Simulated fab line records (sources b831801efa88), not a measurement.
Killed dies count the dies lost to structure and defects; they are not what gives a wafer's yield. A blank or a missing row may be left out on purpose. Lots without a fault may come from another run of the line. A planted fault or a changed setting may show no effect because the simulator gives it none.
8D (eight disciplines) problem report, filled in by code -- flow gf180mcu -- the parts of the form that need people (team, actions taken, sign-off) are left out

== 1. WHAT IS WRONG ==
SAB_CVD_00_THK at GF_SAB_THK_MEAS_01 reads a mean of 29.9 nm on 1 wafer of 1 lot; wafers without a fault read 49.9 nm with a standard deviation of 0.66. Measured from the usual mean, that is -30 standard deviations.
Seen first at day 19 00:36 on film-metro-02, wafer L146.3. The record holds 38 wafers of 13 lots with a number at this step. By rule, "out" or "out of limits" means more than 4 standard deviations away from the usual mean. All remaining wafers that have a number are taken as sound.

== 2. WHAT IT IS, WHAT IT ISN'T ==
question,is,is not
which readings at this step,SAB_CVD_00_THK,-
which lots,L146,"L134, L135, L137, L138, L139, L140, L141, L142, L152, L153, L155, L156"
which wafers of those lots,L146.3,L146.6
read on which gauges,film-metro-02,"film-metro-03, film-metro-04"
when,from day 19 00:36,"up to then (25 sound wafers); but 12 sound wafers of L152, L153, L155, L156 came after"

== 3. THE SUSPECTS, EACH WITH WHAT RULES IT OUT ==
Counting: any tool at a process step up to the reading remains a suspect provided it ran every lot that is out. Sound lots after the first of them don't rule it out here, since some wafers of a struck lot are sound.
- the gauge at GF_SAB_THK_MEAS_01: kept. All the wafers that are out were read on film-metro-02, and no step on other tools shows them out.
- rie-diel-01 at GF_HV_LDD_ETCHBACK_58 (etches Si3N4 in CH3F/O2, stops on SiO2, time 100 s, target depth 90 nm): kept. It ran the lot that is out, L146 (day 17 00:25); its last sound lot up to then is L141 (day 15 01:23).
- pecvd-01 at GF_SAB_CVD_00 (deposits SiO2 from TEOS, target thk 50 nm, time 4.9302 s): kept. It ran the lot that is out, L146 (day 19 00:34); its last sound lot up to then is L140 (day 16 19:09).
- Within rie-diel-01 at GF_HV_LDD_ETCHBACK_58: the wafers that are out ran in chamber 0; their sound lot-mates ran in chamber 3.
- Within pecvd-01 at GF_SAB_CVD_00: the wafers that are out ran in chamber 1; their sound lot-mates ran in chamber 0.
rie-diel-01 at GF_HV_LDD_ETCHBACK_58, pecvd-01 at GF_SAB_CVD_00 and film-metro-02 at GF_SAB_THK_MEAS_01 are what is left after counting.

== 4. THE CAUSE (what the simulator had put in) ==
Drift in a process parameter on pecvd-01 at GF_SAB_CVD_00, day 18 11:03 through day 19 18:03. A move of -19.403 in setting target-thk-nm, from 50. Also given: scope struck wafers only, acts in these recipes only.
Of the 3 suspects that counting leaves, this tool is one.

== 5. THE EFFECT CHAIN, in route order ==
Each row: a reading whose mean over the struck wafers that have a number lies more than 3 standard deviations from the usual. Only readings for which the record gives a usual standard deviation are gone through. hours: the time from each lot's start at the first step in this table that gives one to its start at this step, as a median over the lots. sigmas: the change in usual standard deviations.
hours,step,reading,usual,on struck wafers,change,sigmas
0,GF_SAB_THK_MEAS_01,SAB_CVD_00_THK,49.9 nm,29.9,-20.0,-30
Later measuring or inspecting steps at which every struck wafer that the step has a row for has a number for every such reading, and none has moved that far: GF_SAB_CD_MEAS_09.

== 6. HOW IT WOULD HAVE BEEN CAUGHT EARLIER ==
Counted from the fault's start at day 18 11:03, it took 14 hours until the first out-of-limits reading at a measuring or inspecting step in this record, taken at day 19 00:36.
Tool readings at GF_SAB_CVD_00 with a usual standard deviation given in the record: none out on any struck wafer, hence no alarm at a limit of 4 standard deviations on them.
All the lots that are out (1) had begun GF_SAB_CVD_00 on pecvd-01 by day 19 00:36. None of them would have been spared by holding the tool at that moment.
